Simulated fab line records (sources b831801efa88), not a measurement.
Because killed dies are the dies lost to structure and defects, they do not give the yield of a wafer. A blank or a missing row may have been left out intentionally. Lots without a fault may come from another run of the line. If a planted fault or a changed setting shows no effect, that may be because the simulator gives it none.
fab line records + flow sfq-line + part 2 of 2: steps 27 to 38 of 38
[record]
- lots = 5
- wafers = 15
- last-day = 85
route steps=325 shown I0@50 M1@58 I1@73 M2@88
lots that met no fault: taken from a fault-free run of the same line
start-h: hours from the record's opening day to when the first of the lot's shown wafers began + wait-h: hours from the lot's prior step to this one + " identical to the entry in the row above + L1.1+2: several wafers, shown together as one row + - no value present, or no start provided + * or withheld: withheld + < > ~ a bound
route shown NAME@n: names a module that has steps shown in the file, with the first one's number in the route + usual: mean and standard deviation over wafers with no fault + same: alike in all rows + chamber/n: place in a boat + sites: readings site by site + _std_site: their standard deviation + _edge_site: mean of outer sites minus mean of inner sites + radius-mm: how far each site lies from the wafer's centre + mask NAME#n: copy n + behind: the last tool/chamber to shape the wafer + hold: reason for holding the lot/hours on hold/outcome of the hold + device: names the non-switching transistor (n, p or np) + end of line: the route-end tests of the same wafers + a step without rows: its recipe alone + killed: at the first sort, the dies lost to defects and structure; wafer yield is something else + map: a wafer's dies, x killed, . not, _ none there
set.NAME: the run value of the setting; set.NAME@STEP: its run value at that earlier step + model.NAME: the simulator's own value behind a step, which no gauge read
lots at selected steps of the route; one table per step, one row per wafer
services: when a tool's chamber went out of use (start-h, in hours from the record's first day, below 0 if earlier), for how many hours, and the reason
[[steps]]
[step SFQ_TRILAYER_I1_VIA_LITHO_COAT_054]
[recipe]
- resist = BARC
- spin-rpm = 3000
- resist-thk-nm = 62
[usual]
- spin-speed-rpm = 2999.7/2.1
| lot.wafer | tool           | chamber | start-h | wait-h | spin-speed-rpm |
|-----------|----------------|---------|---------|--------|----------------|
| L080.1    | litho-track-01 | 0       | 477.69  | 1.0    | 2997.2         |
| L080.3    | "              | 0       | "       | "      | 3000.1         |
| L080.5    | "              | 0       | "       | "      | 3000.3         |
| L082.1    | litho-track-04 | 0       | 501.69  | 1.0    | 2997.6         |
| L082.2    | "              | 0       | "       | "      | 2999.3         |
| L082.6    | "              | 0       | "       | "      | 2997.1         |
| L087.1    | litho-track-04 | 0       | 531.81  | 1.0    | 3003.7         |
| L087.2    | "              | 0       | "       | "      | 2999.0         |
| L087.5    | "              | 0       | "       | "      | 3000.7         |
| L089.2    | litho-track-03 | 0       | 556.77  | 0.8    | 3002.5         |
| L089.4    | "              | 0       | "       | "      | 3002.3         |
| L089.5    | "              | 0       | "       | "      | 3000.8         |
| L090.2    | litho-track-03 | 0       | 558.04  | 0.8    | 2997.5         |
| L090.5    | "              | 0       | "       | "      | 2996.1         |
| L090.6    | "              | 0       | "       | "      | 2996.5         |
[step SFQ_TRILAYER_I1_VIA_LITHO_COAT_049]
[recipe]
- resist = KrF
- spin-rpm = 3000
- resist-thk-nm = 650
[usual]
- spin-speed-rpm = 2999.6/2.1
| lot.wafer | tool           | chamber | start-h | wait-h | spin-speed-rpm |
|-----------|----------------|---------|---------|--------|----------------|
| L080.1    | litho-track-01 | 0       | 477.99  | 0.2    | 3001.1         |
| L080.3    | "              | 0       | "       | "      | 3000.4         |
| L080.5    | "              | 0       | "       | "      | 3003.5         |
| L082.1    | litho-track-04 | 0       | 501.99  | 0.2    | 2999.3         |
| L082.2    | "              | 0       | "       | "      | 3001.5         |
| L082.6    | "              | 0       | "       | "      | 2996.1         |
| L087.1    | litho-track-04 | 0       | 532.11  | 0.2    | 2999.3         |
| L087.2    | "              | 0       | "       | "      | 3001.6         |
| L087.5    | "              | 0       | "       | "      | 2999.1         |
| L089.2    | litho-track-03 | 0       | 557.07  | 0.2    | 3000.2         |
| L089.4    | "              | 0       | "       | "      | 2998.5         |
| L089.5    | "              | 0       | "       | "      | 2998.2         |
| L090.2    | litho-track-03 | 0       | 558.34  | 0.2    | 2997.0         |
| L090.5    | "              | 0       | "       | "      | 2997.0         |
| L090.6    | "              | 0       | "       | "      | 2998.3         |
[step SFQ_TRILAYER_I1_VIA_LITHO_SOFTBAKE_053]
[recipe]
- temp-c = withheld
- time-s = withheld
- resist = KrF
| lot.wafer  | tool           | chamber | start-h | wait-h |
|------------|----------------|---------|---------|--------|
| L080.1+3+5 | litho-track-01 | 0       | 478.29  | 0.2    |
| L082.1+2+6 | litho-track-04 | 0       | 502.29  | 0.2    |
| L087.1+2+5 | litho-track-04 | 0       | 532.41  | 0.2    |
| L089.2+4+5 | litho-track-03 | 0       | 557.35  | 0.2    |
| L090.2+5+6 | litho-track-03 | 0       | 558.62  | 0.2    |
[step SFQ_TRILAYER_I1_VIA_LITHO_EXPOSE_050]
[recipe]
- mask-id = I1
- na = 0.6
- source-shape = conventional
- sigma-outer = 0.65
- target-cd-nm = 500
- dose-mj = 21.3
| lot.wafer  | tool           | chamber | start-h | wait-h | mask |
|------------|----------------|---------|---------|--------|------|
| L080.1+3+5 | krf-scanner-02 | 0       | 627.86  | -      | I1#0 |
| L082.1+2+6 | krf-scanner-02 | 0       | 647.06  | -      | I1#0 |
| L087.1+2+5 | krf-scanner-01 | 0       | 687.10  | -      | I1#0 |
| L089.2+4+5 | krf-scanner-02 | 0       | 706.63  | -      | I1#0 |
| L090.2+5+6 | krf-scanner-02 | 0       | 709.03  | -      | I1#0 |
[step SFQ_TRILAYER_I1_VIA_LITHO_PEB_052]
[recipe]
- peb-temp-c = 115
- peb-time-s = 60
- resist = KrF
| lot.wafer  | tool           | chamber | start-h | wait-h |
|------------|----------------|---------|---------|--------|
| L080.1+3+5 | litho-track-01 | 0       | 629.06  | 1.0    |
| L082.1+2+6 | litho-track-03 | 0       | 648.26  | 1.0    |
| L087.1+2+5 | litho-track-03 | 0       | 688.30  | 1.0    |
| L089.2+4+5 | litho-track-04 | 0       | 707.65  | 0.8    |
| L090.2+5+6 | litho-track-03 | 0       | 710.05  | 0.8    |
[step SFQ_TRILAYER_I1_VIA_LITHO_DEVELOP_051]
[recipe]
- time-s = 60
- resist = KrF
| lot.wafer  | tool           | chamber | start-h | wait-h |
|------------|----------------|---------|---------|--------|
| L080.1+3+5 | litho-track-01 | 0       | 629.21  | 0.1    |
| L082.1+2+6 | litho-track-03 | 0       | 648.41  | 0.1    |
| L087.1+2+5 | litho-track-03 | 0       | 688.45  | 0.1    |
| L089.2+4+5 | litho-track-04 | 0       | 707.80  | 0.1    |
| L090.2+5+6 | litho-track-03 | 0       | 710.20  | 0.1    |
[step SFQ_I1_OVL_MEAS_913]
[usual]
- I1_OVL = -2/5.2
| lot.wafer | tool       | chamber | start-h | wait-h | I1_OVL[nm] |
|-----------|------------|---------|---------|--------|------------|
| L080.1    | overlay-01 | -       | 629.36  | 0.1    | -3         |
| L080.3    | "          | -       | "       | "      | -8         |
| L080.5    | "          | -       | "       | "      | -1         |
| L082.1    | overlay-02 | -       | 648.56  | 0.1    | 4          |
| L082.2    | "          | -       | "       | "      | 9          |
| L082.6    | "          | -       | "       | "      | 8          |
| L087.1    | overlay-02 | -       | 688.60  | 0.1    | -8         |
| L087.2    | "          | -       | "       | "      | -6         |
| L087.5    | "          | -       | "       | "      | -5         |
| L089.2    | overlay-02 | -       | 707.94  | 0.1    | 0          |
| L089.4    | "          | -       | "       | "      | 2          |
| L089.5    | "          | -       | "       | "      | 3          |
| L090.2    | overlay-02 | -       | 710.34  | 0.1    | -14        |
| L090.5    | "          | -       | "       | "      | -7         |
| L090.6    | "          | -       | "       | "      | -10        |
[step SFQ_TRILAYER_I1_VIA_BARC_OPEN_VIA_ETCH_071]
[recipe]
- mask-material = PR
- chemistry = O2
- target-depth-nm = 125
- target = BARC
- source-w = 500
- bias-w = 80
- pressure-mtorr = 30
- time-s = 41.7
[usual]
- drypump-motor-current-A = 5.8/0.51
- oes-product-au = 0.686/0.0045
| lot.wafer | tool        | chamber | start-h | wait-h | drypump-motor-current-A | oes-product-au | rf-hours-counter-h |
|-----------|-------------|---------|---------|--------|-------------------------|----------------|--------------------|
| L080.1    | rie-diel-01 | 1       | 629.40  | 0.0    | 5.9                     | 0.686          | 11                 |
| L080.3    | "           | 0       | "       | "      | 5.8                     | 0.685          | 51                 |
| L080.5    | "           | 0       | "       | "      | 5.8                     | 0.688          | -                  |
| L082.1    | rie-diel-03 | 3       | 648.60  | 0.0    | 6.3                     | 0.688          | 4                  |
| L082.2    | "           | 2       | "       | "      | 6.7                     | 0.687          | 8                  |
| L082.6    | "           | 3       | "       | "      | 6.3                     | 0.676          | -                  |
| L087.1    | rie-diel-02 | 0       | 688.64  | 0.0    | 5.6                     | 0.681          | 32                 |
| L087.2    | "           | 2       | "       | "      | 6.0                     | 0.689          | 5                  |
| L087.5    | "           | 1       | "       | "      | 4.9                     | 0.683          | -                  |
| L089.2    | rie-diel-01 | 2       | 707.97  | 0.0    | 6.0                     | 0.687          | 11                 |
| L089.4    | "           | 0       | "       | "      | 5.8                     | 0.681          | 52                 |
| L089.5    | "           | 2       | "       | "      | 6.0                     | 0.686          | -                  |
| L090.2    | rie-diel-02 | 3       | 710.37  | 0.0    | 5.5                     | 0.687          | 3                  |
| L090.5    | "           | 0       | "       | "      | 5.6                     | 0.691          | -                  |
| L090.6    | "           | 1       | "       | "      | 5.0                     | 0.690          | -                  |
[step SFQ_TRILAYER_I1_VIA_ETCH_VIA_ETCH_052]
[recipe]
- target = SiO2
- stop-on = Nb
- mask-material = PR
- taper-deg = 20
- chemistry = CHF3
- target-depth-nm = 260
- source-w = 500
- bias-w = 80
- pressure-mtorr = 30
- time-s = withheld
[usual]
- drypump-motor-current-A = 5.8/0.51
- oes-product-au = 0.856/0.0053
| lot.wafer | tool        | chamber | start-h | wait-h | drypump-motor-current-A | oes-product-au |
|-----------|-------------|---------|---------|--------|-------------------------|----------------|
| L080.1    | rie-diel-01 | 1       | 629.44  | 0.0    | 5.9                     | 0.851          |
| L080.3    | "           | 0       | "       | "      | 5.8                     | 0.857          |
| L080.5    | "           | 0       | "       | "      | 5.8                     | 0.866          |
| L082.1    | rie-diel-03 | 3       | 648.64  | 0.0    | 6.3                     | 0.846          |
| L082.2    | "           | 2       | "       | "      | 6.7                     | 0.853          |
| L082.6    | "           | 3       | "       | "      | 6.3                     | 0.855          |
| L087.1    | rie-diel-02 | 0       | 688.68  | 0.0    | 5.6                     | 0.859          |
| L087.2    | "           | 2       | "       | "      | 6.0                     | 0.869          |
| L087.5    | "           | 1       | "       | "      | 4.9                     | 0.849          |
| L089.2    | rie-diel-01 | 2       | 708.01  | 0.0    | 6.0                     | 0.862          |
| L089.4    | "           | 0       | "       | "      | 5.8                     | 0.853          |
| L089.5    | "           | 2       | "       | "      | 6.0                     | 0.846          |
| L090.2    | rie-diel-02 | 3       | 710.41  | 0.0    | 5.5                     | 0.863          |
| L090.5    | "           | 0       | "       | "      | 5.6                     | 0.860          |
| L090.6    | "           | 1       | "       | "      | 4.9                     | 0.860          |
[step SFQ_TRILAYER_I1_VIA_STRIP_STRIP_053]
[recipe]
- gas = O2
- power-w = 200
- platen-temp-c = 40
- overash-fraction = 0.65
- chemistry = O2
- pressure-mtorr = 50
[usual]
- drypump-motor-current-A = 5.9/0.39
- he-backside-leak-sccm = 3.4/0.32
- oes-product-au = 0.999/0.0095
| lot.wafer | tool         | chamber | start-h | wait-h | drypump-motor-current-A | he-backside-leak-sccm | oes-product-au | rf-hours-counter-h |
|-----------|--------------|---------|---------|--------|-------------------------|-----------------------|----------------|--------------------|
| L080.1    | rie-metal-04 | 1       | 629.55  | -      | 5.8                     | 3.4                   | 0.998          | 96                 |
| L080.3    | "            | 1       | "       | "      | 5.8                     | 3.3                   | 1.003          | -                  |
| L080.5    | "            | 1       | "       | "      | 5.8                     | 3.2                   | 1.005          | -                  |
| L082.1    | rie-metal-01 | 1       | 648.75  | -      | 6.3                     | 3.2                   | 0.995          | 82                 |
| L082.2    | "            | 0       | "       | "      | 6.1                     | 3.3                   | 0.993          | 35                 |
| L082.6    | "            | 1       | "       | "      | 6.3                     | 3.4                   | 0.997          | -                  |
| L087.1    | rie-metal-01 | 1       | 688.79  | -      | 6.3                     | 3.3                   | 1.005          | 89                 |
| L087.2    | "            | 0       | "       | "      | 6.1                     | 3.3                   | 1.002          | 42                 |
| L087.5    | "            | 1       | "       | "      | 6.3                     | 3.2                   | 0.993          | -                  |
| L089.2    | rie-metal-03 | 1       | 708.12  | -      | 6.0                     | 3.8                   | 0.989          | 108                |
| L089.4    | "            | 1       | "       | "      | 6.0                     | 3.7                   | 1.000          | -                  |
| L089.5    | "            | 1       | "       | "      | 6.0                     | 3.8                   | 0.990          | -                  |
| L090.2    | rie-metal-04 | 1       | 710.52  | -      | 5.8                     | 3.2                   | 1.005          | 103                |
| L090.5    | "            | 0       | "       | "      | 5.0                     | 3.2                   | 1.012          | -                  |
| L090.6    | "            | 1       | "       | "      | 5.8                     | 3.3                   | 0.999          | -                  |
[step SFQ_TRILAYER_I1_VIA_STRIP_SOLV_CLEAN_054]
[recipe]
- chemistry = NMP
- temp-c = 70
- time-s = 600
| lot.wafer  | tool         | chamber | start-h | wait-h |
|------------|--------------|---------|---------|--------|
| L080.1+3+5 | wet-bench-04 | 6,2,7   | 630.15  | 0.4    |
| L082.1+2+6 | wet-bench-02 | 5,6,0   | 649.35  | 0.4    |
| L087.1+2+5 | wet-bench-01 | 3,6,4   | 689.39  | 0.4    |
| L089.2+4+5 | wet-bench-04 | 0,1,4   | 708.72  | 0.4    |
| L090.2+5+6 | wet-bench-02 | 3,5,4   | 711.12  | 0.4    |
[step SFQ_TRILAYER_M2_DEP_PRE_CLEAN_056]
[recipe]
- gas = Ar
- time-s = 22.5
- bias-v = 250
| lot.wafer  | tool           | chamber | start-h | wait-h |
|------------|----------------|---------|---------|--------|
| L080.1+3+5 | pvd-sputter-06 | -       | 630.53  | 0.0    |
| L082.1+2+6 | pvd-sputter-03 | -       | 649.52  | 0.0    |
| L087.1+2+5 | pvd-sputter-05 | -       | 689.57  | 0.0    |
| L089.2+4+5 | pvd-sputter-03 | -       | 708.89  | 0.0    |
| L090.2+5+6 | pvd-sputter-06 | -       | 711.29  | 0.0    |
[[services]]
| tool           | chamber | start-h | hours | kind   |
|----------------|---------|---------|-------|--------|
| rie-metal-04   | -       | 318.31  | 2.0   | repair |
| krf-scanner-02 | -       | 318.33  | 1.0   | pm     |
| krf-scanner-02 | -       | 319.33  | 1.3   | pm     |
| rie-diel-02    | 1       | 336.80  | 12.1  | repair |
| rie-metal-04   | 0       | 341.08  | 1.2   | repair |
| rie-metal-04   | -       | 348.26  | 0.3   | repair |
| krf-scanner-02 | -       | 356.85  | 0.8   | pm     |
| rie-diel-02    | 2       | 375.19  | 23.2  | repair |
| krf-scanner-02 | -       | 380.10  | 3.6   | pm     |
| krf-scanner-02 | -       | 396.03  | 2.3   | repair |
| krf-scanner-02 | -       | 421.17  | 4.0   | pm     |
| rie-diel-02    | 2       | 428.86  | 15.2  | repair |
| rie-diel-02    | -       | 468.51  | 2.8   | pm     |
| krf-scanner-02 | -       | 487.59  | 1.0   | pm     |
| krf-scanner-02 | -       | 495.92  | 1.3   | pm     |
| rie-metal-04   | 1       | 508.93  | 13.8  | repair |
| krf-scanner-02 | -       | 526.44  | 0.8   | pm     |
| krf-scanner-02 | -       | 526.77  | 2.5   | repair |
| rie-diel-02    | 3       | 534.14  | 6.5   | repair |
| krf-scanner-02 | -       | 556.61  | 1.0   | repair |
| krf-scanner-02 | -       | 656.66  | 1.0   | pm     |
| krf-scanner-02 | -       | 667.71  | 5.1   | repair |
| krf-scanner-02 | -       | 672.86  | 1.3   | pm     |
| krf-scanner-02 | -       | 694.98  | 0.8   | pm     |
